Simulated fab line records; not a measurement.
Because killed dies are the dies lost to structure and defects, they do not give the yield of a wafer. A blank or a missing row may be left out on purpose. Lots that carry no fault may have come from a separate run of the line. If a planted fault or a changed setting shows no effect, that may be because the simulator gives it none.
fab line records    flow sky130
record: lots: 10  wafers: 30  last-day: 50
route steps=708 shown VIA3@587 METAL4@602 PAD_OPEN@708
lots with no fault: from the same line, run without faults
start-h: the number of hours between the record's first day and the start of the first shown wafer of the lot    wait-h: time in hours since the lot's previous step    " identical to the entry in the row above    L1.1+2: a row that stands for several wafers    - no value present, or no start provided    * or withheld: withheld    < > ~ a bound
route shown NAME@n: a module of which the file shows steps, and the number in the route of the first    usual: mean/standard deviation taken from wafers without a fault    same: alike in all rows    chamber/n: place in a boat    sites: the reading at each site    _std_site: standard deviation across them    _edge_site: inner sites' mean taken away from outer sites' mean    radius-mm: for every site, how far away it sits from the centre of the wafer    mask NAME#n: copy n    behind: the last tool/chamber to shape the wafer    hold: why the lot was held/for how many hours/how that ended    device: names the non-switching transistor (n, p or np)    end of line: tests of these same wafers at the route's end    for a step that has no rows: nothing shown but its recipe    killed: dies that structure and defects cost at the first sort, which is not the same as the wafer's yield    map: dies across one wafer; x = killed, . = not, _ = none there
set.NAME: setting as actually run; set.NAME@STEP: the setting as run at that earlier step    model.NAME: the simulator's own value behind a step, which no gauge read
steps of the route over a sample of lots; a table a step, a row a wafer
services: a tool's chamber out of use, with start hour (start-h, from the record's first day; less than 0 if before it), hours out, and reason
== steps ==
step: SKY_VIA3_ETCH_14
recipe: chemistry: N2/H2  target: BARC  ion-energy-ev: 200  source-w: 500  bias-w: 100  pressure-mtorr: 30  n2-flow-sccm: 100  h2-flow-sccm: 200  stop-on: SiO2  time-s: 45.9  target-depth-a: 600
usual: bias-w: 99.98/0.29  chamber-pressure-mTorr: 29.999/0.027  drypump-motor-current-A: 5.7/0.44  oes-product-au: 0.854/0.0047  throttle-valve-pct: 13.224/0.0086
same: time-s: 45.9
lot.wafer  tool         chamber  start-h  wait-h  bias-w  chamber-pressure-mTorr  drypump-motor-current-A  oes-product-au  rf-hours-counter-h  throttle-valve-pct
L263.1     rie-diel-02  2        936.17   0.0     100.25  30.020                  5.1                      0.855           9                   13.228
L263.3     "            1        "        "       99.94   30.001                  5.8                      0.856           21                  13.225
L263.4     "            3        "        "       99.59   29.966                  6.2                      0.852           11                  13.234
L264.1     rie-diel-03  0        938.02   0.0     100.00  29.967                  5.1                      0.854           4                   13.230
L264.5     "            0        "        "       100.40  29.947                  5.1                      0.861           -                   13.212
L264.6     "            3        "        "       99.82   29.943                  6.1                      0.858           -                   13.245
L268.2     rie-diel-02  3        969.17   0.0     100.09  29.988                  6.2                      0.851           11                  13.209
L268.4     "            0        "        "       100.26  30.010                  5.0                      0.850           -                   13.208
L268.6     "            1        "        "       99.88   30.001                  5.8                      0.854           -                   13.225
L269.2     rie-diel-03  0        969.90   0.0     99.85   30.047                  5.1                      0.848           4                   13.210
L269.3     "            1        "        "       99.40   29.976                  6.1                      0.849           18                  13.216
L269.6     "            1        "        "       100.05  29.980                  6.1                      0.856           -                   13.215
L277.1     rie-diel-03  0        1051.15  0.0     99.68   30.035                  5.1                      0.861           6                   13.218
L277.2     "            2        "        "       99.67   29.938                  6.2                      0.853           11                  13.236
L277.4     "            3        "        "       100.44  29.997                  6.1                      0.849           8                   13.221
L280.1     rie-diel-03  2        1052.72  0.0     100.45  30.004                  6.2                      0.856           11                  13.223
L280.2     "            1        "        "       99.58   29.989                  6.1                      0.853           21                  13.238
L280.4     "            3        "        "       100.12  30.008                  6.0                      0.850           8                   13.234
L283.3     rie-diel-04  1        1058.72  0.0     100.11  29.983                  5.8                      0.850           12                  13.221
L283.5     "            1        "        "       99.76   29.978                  5.8                      0.851           -                   13.236
L283.6     "            0        "        "       100.43  29.975                  6.0                      0.859           -                   13.214
L284.2     rie-diel-03  1        1076.27  0.0     99.94   29.989                  6.1                      0.853           21                  13.207
L284.4     "            2        "        "       100.03  30.026                  6.2                      0.853           12                  13.221
L284.5     "            3        "        "       99.78   30.052                  6.1                      0.854           -                   13.242
L285.4     rie-diel-02  0        1079.25  0.0     99.93   29.988                  5.0                      0.850           16                  13.224
L285.5     "            3        "        "       100.21  30.033                  6.2                      0.851           -                   13.236
L285.6     "            2        "        "       100.52  30.023                  5.1                      0.852           -                   13.217
L286.1     rie-diel-02  3        1086.42  0.0     100.17  29.997                  6.2                      0.845           16                  13.233
L286.5     "            1        "        "       99.81   30.005                  5.8                      0.857           -                   13.216
L286.6     "            0        "        "       100.22  30.012                  5.0                      0.859           -                   13.233
step: SKY_VIA3_ETCH_15
recipe: target: SiO2  chemistry: C4F8/O2/Ar  target-depth-nm: 507  stop-on: TiN  mask-material: KrF-thick  source-w: 1500  bias-w: 1200  pressure-mtorr: 40  c4f8-flow-sccm: withheld  O2_flow_sccm: 6  Ar_flow_sccm: 300  time-s: 78
usual: bias-w: 1201/3.6  chamber-pressure-mTorr: 40.00/0.038  oes-product-au: 0.946/0.0048  time-s: 78/0
lot.wafer  tool         chamber  start-h  wait-h  bias-w  chamber-pressure-mTorr  oes-product-au  rf-hours-counter-h  time-s
L263.1     rie-diel-02  2        936.21   0.0     1198    40.03                   0.948           9                   78
L263.3     "            1        "        "       1200    39.99                   0.941           21                  78
L263.4     "            3        "        "       1198    39.98                   0.949           11                  78
L264.1     rie-diel-03  0        938.06   0.0     1207    40.02                   0.946           4                   78
L264.5     "            0        "        "       1199    40.03                   0.954           -                   78
L264.6     "            3        "        "       1200    40.02                   0.945           -                   78
L268.2     rie-diel-02  3        969.21   0.0     -       -                       -               -                   -
L268.4     "            0        "        "       -       -                       -               -                   -
L268.6     "            1        "        "       -       -                       -               -                   -
L269.2     rie-diel-03  0        969.94   0.0     -       -                       -               -                   -
L269.3     "            1        "        "       -       -                       -               -                   -
L269.6     "            1        "        "       -       -                       -               -                   -
L277.1     rie-diel-03  0        1051.19  0.0     1199    39.90                   0.949           7                   78
L277.2     "            2        "        "       1202    40.02                   0.948           11                  78
L277.4     "            3        "        "       1205    39.97                   0.943           8                   78
L280.1     rie-diel-03  2        1052.76  0.0     1200    40.01                   0.949           11                  78
L280.2     "            1        "        "       1195    40.02                   0.943           21                  78
L280.4     "            3        "        "       1201    39.99                   0.948           8                   78
L283.3     rie-diel-04  1        1058.76  0.0     1200    39.99                   0.935           12                  78
L283.5     "            1        "        "       1197    39.99                   0.947           -                   78
L283.6     "            0        "        "       1202    39.99                   0.951           -                   78
L284.2     rie-diel-03  1        1076.31  0.0     1203    40.03                   0.944           21                  78
L284.4     "            2        "        "       1205    40.02                   0.946           12                  78
L284.5     "            3        "        "       1199    39.99                   0.948           -                   78
L285.4     rie-diel-02  0        1079.29  0.0     1203    39.98                   0.942           16                  78
L285.5     "            3        "        "       1195    40.00                   0.944           -                   78
L285.6     "            2        "        "       1199    40.00                   0.935           -                   78
L286.1     rie-diel-02  3        1086.46  0.0     1204    39.98                   0.953           16                  78
L286.5     "            1        "        "       1188    40.07                   0.938           -                   78
L286.6     "            0        "        "       1201    39.93                   0.945           -                   78
step: SKY_VIA3_STRIP_16
recipe: chemistry: O2/N2  power-w: 1400  pressure-mtorr: 1500  platen-temp-c: withheld  o2-flow-sccm: 3000  n2-flow-sccm: 300  overash-fraction: 0.5
usual: drypump-motor-current-A: 5.9/0.41  o2-flow-sccm: 3001/9.1  oes-product-au: 0.401/0.0049  strip-time-to-endpoint-s: 4.12/0.04
same: overash-fraction: 0.5
lot.wafer  tool             chamber  start-h  wait-h  drypump-motor-current-A  o2-flow-sccm  oes-product-au  rf-hours-counter-h  strip-time-to-endpoint-s
L263.1     plasma-asher-04  1        936.27   0.0     5.4                      3021          0.396           18                  4.12
L263.3     "                1        "        "       5.4                      3007          0.402           -                   4.11
L263.4     "                0        "        "       6.1                      3002          0.403           -                   4.14
L264.1     plasma-asher-04  0        938.12   0.0     6.0                      3016          0.395           18                  4.14
L264.5     "                0        "        "       6.1                      3005          0.406           -                   4.13
L264.6     "                1        "        "       5.4                      2985          0.402           -                   4.12
L268.2     plasma-asher-04  1        969.27   0.0     5.4                      2988          0.445           21                  5.18
L268.4     "                0        "        "       6.1                      3015          0.436           -                   5.17
L268.6     "                1        "        "       5.4                      2988          0.446           -                   5.15
L269.2     plasma-asher-02  1        970.00   0.0     5.8                      3010          0.436           54                  5.16
L269.3     "                0        "        "       6.8                      3017          0.446           -                   5.17
L269.6     "                1        "        "       5.8                      3018          0.436           -                   5.17
L277.1     plasma-asher-02  1        1051.25  0.0     5.8                      3005          0.398           63                  4.12
L277.2     "                0        "        "       6.8                      3019          0.400           63                  4.12
L277.4     "                0        "        "       6.8                      3021          0.400           -                   4.09
L280.1     plasma-asher-04  0        1052.82  0.0     6.0                      3009          0.402           29                  4.14
L280.2     "                1        "        "       5.4                      3015          0.398           29                  4.08
L280.4     "                0        "        "       6.1                      2993          0.394           -                   4.10
L283.3     plasma-asher-04  1        1058.85  0.1     5.4                      2997          0.397           -                   4.07
L283.5     "                1        "        "       5.4                      3005          0.402           -                   4.08
L283.6     "                0        "        "       6.1                      2989          0.406           -                   4.13
L284.2     plasma-asher-03  1        1076.37  0.0     5.7                      2987          0.400           1                   4.08
L284.4     "                0        "        "       5.7                      2995          0.392           -                   4.13
L284.5     "                1        "        "       5.7                      2987          0.406           -                   4.07
L285.4     plasma-asher-04  1        1079.39  0.1     5.4                      2997          0.397           -                   4.10
L285.5     "                1        "        "       5.4                      2982          0.400           -                   4.19
L285.6     "                0        "        "       6.1                      2999          0.406           -                   4.11
L286.1     plasma-asher-03  0        1086.52  0.0     5.7                      2995          0.404           2                   4.23
L286.5     "                0        "        "       5.7                      3006          0.404           -                   4.12
L286.6     "                1        "        "       5.7                      3005          0.402           -                   4.15
step: SKY_VIA3_SPUTTER_20
recipe: material: TiN  target-thk-nm: 20  chamber-pressure-pa: 5  power-w: 4000  time-s: 80
usual: throttle-valve-pct: 29.3/0.65
same: time-s: 80
lot.wafer  tool            chamber  start-h  wait-h  throttle-valve-pct
L263.1     pvd-sputter-01  -        936.89   0.0     30.0
L263.3     "               -        "        "       30.5
L263.4     "               -        "        "       29.0
L264.1     pvd-sputter-01  -        938.71   0.0     30.3
L264.5     "               -        "        "       28.4
L264.6     "               -        "        "       30.1
L268.2     pvd-sputter-01  -        969.86   0.0     28.4
L268.4     "               -        "        "       30.0
L268.6     "               -        "        "       30.6
L269.2     pvd-sputter-01  -        970.68   0.1     28.5
L269.3     "               -        "        "       30.1
L269.6     "               -        "        "       30.3
L277.1     pvd-sputter-01  -        1051.94  0.0     29.9
L277.2     "               -        "        "       28.8
L277.4     "               -        "        "       30.6
L280.1     pvd-sputter-04  -        1053.41  0.0     30.3
L280.2     "               -        "        "       29.2
L280.4     "               -        "        "       29.1
L283.3     pvd-sputter-03  -        1059.45  0.0     29.9
L283.5     "               -        "        "       29.9
L283.6     "               -        "        "       29.2
L284.2     pvd-sputter-03  -        1077.61  0.0     28.7
L284.4     "               -        "        "       28.7
L284.5     "               -        "        "       28.6
L285.4     pvd-sputter-03  -        1080.38  0.0     28.7
L285.5     "               -        "        "       28.8
L285.6     "               -        "        "       28.8
L286.1     pvd-sputter-03  -        1087.11  0.0     29.1
L286.5     "               -        "        "       28.6
L286.6     "               -        "        "       28.5
step: SKY_METAL4_SPUTTER_04
recipe: material: TiN  target-thk-nm: 70  power-w: 6500  time-s: 58.3  chamber-pressure-pa: 0.4
usual: throttle-valve-pct: 29.7/0.82
same: time-s: 58.3
lot.wafer  tool            chamber  start-h  wait-h  throttle-valve-pct
L263.1     pvd-sputter-02  -        937.66   0.0     30.3
L263.3     "               -        "        "       31.1
L263.4     "               -        "        "       30.7
L264.1     pvd-sputter-02  -        939.48   0.0     31.0
L264.5     "               -        "        "       31.0
L264.6     "               -        "        "       30.1
L277.1     pvd-sputter-03  -        1052.71  0.0     29.8
L277.2     "               -        "        "       29.0
L277.4     "               -        "        "       29.0
L280.1     pvd-sputter-01  -        1054.33  0.0     29.9
L280.2     "               -        "        "       28.8
L280.4     "               -        "        "       28.6
L283.3     pvd-sputter-01  -        1060.22  0.0     28.6
L283.5     "               -        "        "       28.8
L283.6     "               -        "        "       30.7
L284.2     pvd-sputter-01  -        1078.37  0.0     30.1
L284.4     "               -        "        "       28.4
L284.5     "               -        "        "       30.7
L285.4     pvd-sputter-03  -        1081.15  0.0     28.8
L285.5     "               -        "        "       29.7
L285.6     "               -        "        "       29.2
L286.1     pvd-sputter-01  -        1087.88  0.0     30.4
L286.5     "               -        "        "       30.7
L286.6     "               -        "        "       29.8
step: SKY_PAD_OPEN_PROBE_99
usual: defect-limited-yield: 82.4/1.9  killed_at_M0_to_M3: 44/6.5  killed_at_M4_up: 2.9/1.7  killed-at-contacts: 24/5.7  killed-at-front-end: 16/4.4  killed-at-other: 0.2/0.48  killed-dies: 87/9.6  killed-on-rim: 17/3.8  killed-open: 48/6.7  killed-short: 38/6.2  sort_bin_3_pad_short: 0.8/0.39  sort_bin_5_function: 10.5/1.6  sort_bin_6_memory: 6.4/1  sort-n-pass: 405/9.5  sort-yield-pct: 82.3/1.9
same: gross-dies: 492  killed-at-back-side: 0  sort_bin_4_leakage[%]: 0  sort_bin_8_speed[%]: 0
lot.wafer  tool       chamber  start-h  wait-h  defect-limited-yield[%]  killed_at_M0_to_M3  killed_at_M4_up  killed-at-contacts  killed-at-front-end  killed-at-other  killed-dies  killed-on-rim  killed-open  killed-short  sort_bin_3_pad_short[%]  sort_bin_5_function[%]  sort_bin_6_memory[%]  sort-n-pass  sort-yield-pct[%]
L263.1     prober-02  -        1084.56  0.1     82.1                     51                  5                18                  14                   0                88           17             57           31            0.8                      9.8                     7.3                   404          82.1
L263.3     prober-02  -        1084.66  0.2     81.9                     50                  4                20                  15                   0                89           24             54           35            0.8                      11.8                    5.5                   403          81.9
L263.4     prober-02  -        1084.71  0.2     82.3                     48                  1                21                  17                   0                87           13             56           29            0.2                      11.0                    6.5                   405          82.3
L268.2     prober-02  -        1111.43  0.1     0                        438                 3                23                  28                   0                492          96             49           51            1.0                      91.7                    7.3                   0            0
L268.4     prober-02  -        1111.53  0.2     0                        449                 4                20                  19                   0                492          96             45           42            1.6                      93.1                    5.3                   0            0
L268.6     prober-02  -        1111.63  0.2     0                        444                 3                27                  17                   1                492          96             53           37            0.8                      92.9                    6.3                   0            0
L269.2     prober-01  -        1112.02  0.1     0                        451                 0                27                  14                   0                492          96             59           29            0.4                      93.9                    5.7                   0            0
L269.3     prober-01  -        1112.07  0.2     0                        429                 3                42                  18                   0                492          96             63           51            1.4                      91.5                    7.1                   0            0
L269.6     prober-01  -        1112.22  0.2     0                        456                 3                23                  10                   0                492          96             47           44            0.8                      92.7                    6.5                   0            0
L277.1     prober-01  -        1178.37  0.1     83.9                     42                  3                22                  12                   0                79           17             46           33            0                        10.4                    5.7                   413          83.9
L277.2     prober-01  -        1178.42  0.1     85.2                     37                  5                18                  13                   0                73           14             41           32            0.2                      8.3                     6.3                   419          85.2
L277.4     prober-01  -        1178.52  0.2     84.8                     39                  3                23                  9                    1                75           14             45           30            0.4                      8.5                     6.3                   417          84.8
L280.1     prober-01  -        1180.36  0.1     81.3                     45                  3                24                  20                   0                92           18             47           45            1.0                      12.0                    5.7                   400          81.3
L280.2     prober-01  -        1180.41  0.1     86.4                     37                  0                19                  11                   0                67           11             36           31            0.4                      8.3                     4.9                   425          86.4
L280.4     prober-01  -        1180.51  0.2     81.7                     53                  3                23                  11                   0                90           18             53           37            0.4                      11.0                    6.9                   402          81.7
killed by level:class
L263.1 VIA1:geometric-particle:open=13 VIA2:geometric-particle:open=12 VIA3:geometric-particle:open=8 LI_CONTACT:geometric-particle:open=7 METAL2:geometric-particle:short=7 CONTACT:geometric-particle:open=6 POLY_GATE:geometric-particle:short=4 VIA1:geometric-particle:short=4
L263.3 VIA1:geometric-particle:open=12 CONTACT:geometric-particle:open=8 VIA3:geometric-particle:open=8 METAL2:geometric-particle:short=7 VIA2:geometric-particle:open=6 LI_CONTACT:geometric-particle:open=5 METAL1:geometric-particle:short=5 FIELD_ISO:geometric-particle:short=4
L263.4 VIA1:geometric-particle:open=16 CONTACT:geometric-particle:open=8 VIA3:geometric-particle:open=8 FIELD_ISO:geometric-particle:short=6 LI_CONTACT:geometric-particle:open=6 VIA2:geometric-particle:open=6 VIA1:geometric-particle:short=5 POLY_GATE:geometric-particle:open=4
L268.2 VIA3:area-etch=392 METAL2:geometric-particle:short=9 FIELD_ISO:geometric-particle:open=8 LI_CONTACT:geometric-particle:open=8 VIA1:geometric-particle:open=8 POLY_GATE:geometric-particle:open=7 POLY_GATE:geometric-particle:short=6 CONTACT:geometric-particle:open=6
L268.4 VIA3:area-etch=405 CONTACT:geometric-particle:open=13 VIA1:geometric-particle:open=9 VIA1:geometric-particle:short=7 VIA2:geometric-particle:open=7 FIELD_ISO:geometric-particle:short=6 POLY_GATE:geometric-particle:short=6 VIA3:geometric-particle:short=6
L268.6 VIA3:area-etch=402 CONTACT:geometric-particle:open=13 VIA1:geometric-particle:open=8 VIA1:geometric-particle:short=7 VIA2:geometric-particle:open=7 LI_CONTACT:geometric-particle:open=6 VIA3:geometric-particle:open=6 FIELD_ISO:geometric-particle:open=4
L269.2 VIA3:area-etch=404 VIA1:geometric-particle:open=14 CONTACT:geometric-particle:open=11 VIA2:geometric-particle:open=11 FIELD_ISO:geometric-particle:open=7 LI_CONTACT:geometric-particle:open=7 LOCAL_INTERCONNECT:geometric-particle:short=5 METAL2:geometric-particle:short=5
L269.3 VIA3:area-etch=378 VIA1:geometric-particle:open=16 LI_CONTACT:geometric-particle:open=13 CONTACT:geometric-particle:open=12 VIA1:geometric-particle:short=9 VIA2:geometric-particle:open=7 FIELD_ISO:geometric-particle:open=6 LOCAL_INTERCONNECT:geometric-particle:short=6
L269.6 VIA3:area-etch=401 VIA1:geometric-particle:open=12 CONTACT:geometric-particle:open=10 METAL1:geometric-particle:short=9 METAL2:geometric-particle:short=7 VIA3:geometric-particle:open=6 VIA1:geometric-particle:short=6 VIA2:geometric-particle:open=6
L277.1 VIA2:geometric-particle:open=9 VIA1:geometric-particle:open=7 VIA3:geometric-particle:open=6 LI_CONTACT:geometric-particle:open=6 CONTACT:geometric-particle:open=6 METAL2:geometric-particle:short=6 FIELD_ISO:geometric-particle:open=4 LOCAL_INTERCONNECT:geometric-particle:short=4
L277.2 VIA3:geometric-particle:open=8 CONTACT:geometric-particle:open=7 METAL1:geometric-particle:short=7 FIELD_ISO:geometric-particle:short=6 LI_CONTACT:geometric-particle:open=6 VIA2:geometric-particle:open=6 VIA1:geometric-particle:open=5 POLY_GATE:geometric-particle:open=3
L277.4 VIA1:geometric-particle:open=12 CONTACT:geometric-particle:open=9 METAL1:geometric-particle:short=6 METAL2:geometric-particle:short=6 VIA3:geometric-particle:open=6 FIELD_ISO:geometric-particle:open=5 LI_CONTACT:geometric-particle:open=5 LOCAL_INTERCONNECT:geometric-particle:short=4
L280.1 VIA1:geometric-particle:open=11 LI_CONTACT:geometric-particle:open=9 CONTACT:geometric-particle:open=9 METAL2:geometric-particle:short=7 VIA2:geometric-particle:open=7 FIELD_ISO:geometric-particle:short=6 METAL1:geometric-particle:short=6 VIA1:geometric-particle:short=6
L280.2 VIA1:geometric-particle:open=10 CONTACT:geometric-particle:open=8 VIA1:geometric-particle:short=5 METAL2:geometric-particle:short=5 LI_CONTACT:geometric-particle:open=4 METAL1:geometric-particle:short=4 CONTACT:geometric-particle:short=4 VIA2:geometric-particle:open=3
L280.4 VIA1:geometric-particle:open=11 CONTACT:geometric-particle:open=10 VIA3:geometric-particle:open=9 LI_CONTACT:geometric-particle:open=7 METAL1:geometric-particle:short=6 VIA2:geometric-particle:open=6 LOCAL_INTERCONNECT:geometric-particle:short=4 VIA3:geometric-particle:short=4
== services ==
tool             chamber  start-h  hours  kind
rie-diel-04      2        918.90   34.7   repair
pvd-sputter-02   -        932.88   0.8    repair
pvd-sputter-03   -        933.42   75.8   repair
rie-diel-02      1        940.50   1.5    repair
pvd-sputter-01   -        940.61   2.3    repair
rie-diel-03      1        940.67   9.6    repair
pvd-sputter-03   -        942.90   1.0    repair
rie-diel-02      2        955.41   14.9   repair
pvd-sputter-03   -        955.82   7.4    repair
rie-diel-02      0        960.20   2.0    repair
pvd-sputter-01   -        973.89   1.5    repair
pvd-sputter-02   -        989.22   0.9    repair
pvd-sputter-03   -        993.59   5.8    repair
pvd-sputter-01   -        995.95   2.8    repair
rie-diel-02      0        1006.15  2.0    repair
pvd-sputter-04   -        1013.21  0.8    repair
rie-diel-03      0        1019.79  7.0    repair
plasma-asher-03  -        1025.79  4.3    pm
pvd-sputter-01   -        1038.65  2.2    repair
pvd-sputter-02   -        1046.69  15.9   repair
plasma-asher-03  -        1055.25  9.0    pm
pvd-sputter-01   -        1070.57  0.9    repair
plasma-asher-03  -        1072.94  1.0    repair
plasma-asher-02  -        1083.43  1.4    repair
== key ==
first-sign: step: SKY_VIA3_ETCH_15  reading: tool-record  direction: missing
effect: step: SKY_VIA3_STRIP_16  reading: strip-time-to-endpoint-s  direction: up  sigmas: 26  usual: *  struck: *
effect: step: SKY_PAD_OPEN_PROBE_99  reading: killed_at_M0_to_M3  direction: up  sigmas: 62  usual: 44  struck: 444
more-kills-born-at: SKY_VIA3_ETCH_15@rie-diel-02: 1199  SKY_VIA3_ETCH_15@rie-diel-03: 1183
met-at SKY_VIA3_ETCH_15
struck-lots L268,L269
later-rows-left-out L268.2,L268.4,L268.6,L269.2,L269.3,L269.6
not-acting-at SKY_VIA3_ETCH_14,SKY_VIA3_SPUTTER_20,SKY_METAL4_SPUTTER_04
onset-between 938.06 969.21
fault: kind: skipped-step-whole  tool: rie-diel-02,rie-diel-03  chamber: -  onset-h: 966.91  steps: SKY_VIA3_ETCH_15  scope: struck-lots-only
later-rows-left-out: the simulator's readings of these wafers behind a module that went badly wrong aren't trusted and aren't shown, but for the sort
